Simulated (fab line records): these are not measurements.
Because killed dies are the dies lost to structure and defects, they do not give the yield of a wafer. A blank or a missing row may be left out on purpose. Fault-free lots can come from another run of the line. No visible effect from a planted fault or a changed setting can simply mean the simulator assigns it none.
Problem report in the 8D (eight disciplines) form, filled by code | flow sky130 | the parts of the form that need people (team, actions taken, sign-off) are left out

## 1. THE PROBLEM
Wafers without a fault read 140.01, standard deviation 0.043; beam_energy_keV at SKY_NWELL_IMPLANT_24 reads a mean of 147.53 on 6 wafers belonging to 2 lots. That is +99 or more standard deviations from the usual mean.
First seen on wafer L604.3, day 9 10:16, on implanter-01. At this step, 18 wafers from 6 lots have a number in the record. By rule, "out" or "out of limits" means more than 4 standard deviations away from the usual mean. All remaining wafers that have a number are taken as sound.

## 2. WHAT IT IS, AND WHAT IT ISN'T
question                    | is                     | is not
which readings at this step | beam_energy_keV        | end_station_pressure_torr
which lots                  | L604, L606             | L598, L601, L608, L610
which wafers of those lots  | all that have a number | -
read on which tools         | implanter-01           | implanter-02, implanter-04
when                        | from day 9 10:16       | up to then (6 sound wafers); but 6 sound wafers of L608, L610 came after

## 3. THE SUSPECTS, EACH WITH WHAT RULES IT OUT
Counting: a tool at any process step up to the reading remains a suspect when it ran all the lots that are out and ran no sound lot after the first of those.
- plasma_asher-01 at SKY_NWELL_STRIP_14 (strips in O2/N2): kept. It ran every lot that is out, first L604 (day 8 13:28), and no sound lot after that; its last sound lot up to then is L598 (day 7 04:08).
- implanter-01 at SKY_NWELL_IMPLANT_24: kept. It ran every lot that is out, first L604 (day 9 10:16), and no sound lot after that; its last sound lot up to then is L601 (day 8 21:59). Its own beam_energy_keV readings are out on those wafers.
After counting, plasma_asher-01 at SKY_NWELL_STRIP_14 and implanter-01 at SKY_NWELL_IMPLANT_24 remain.

## 4. THE CAUSE (what the simulator had put in)
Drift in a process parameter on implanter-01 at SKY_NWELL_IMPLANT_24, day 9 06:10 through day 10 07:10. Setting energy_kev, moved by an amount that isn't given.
After counting, 2 suspects remain, this tool included.

## 5. THE EFFECT CHAIN, in route order
One row per reading whose mean, taken over the struck wafers that have a number, lies over 3 standard deviations from the usual. Only readings for which the record gives a usual standard deviation are gone through. hours: the time from each lot's start at the first step in this table that gives one to its start at this step, as a median over the lots. sigmas: the change in usual standard deviations.
hours | step                 | reading         | usual  | on struck wafers | change | sigmas
0     | SKY_NWELL_IMPLANT_24 | beam_energy_keV | 140.01 | 147.53           | +7.52  | +99 or more
Process steps it contains:
- SKY_NWELL_IMPLANT_24

## 6. HOW IT WOULD HAVE BEEN CAUGHT EARLIER
In this record the first reading out of limits was taken at day 9 10:16, 4 hours after the fault began at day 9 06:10.
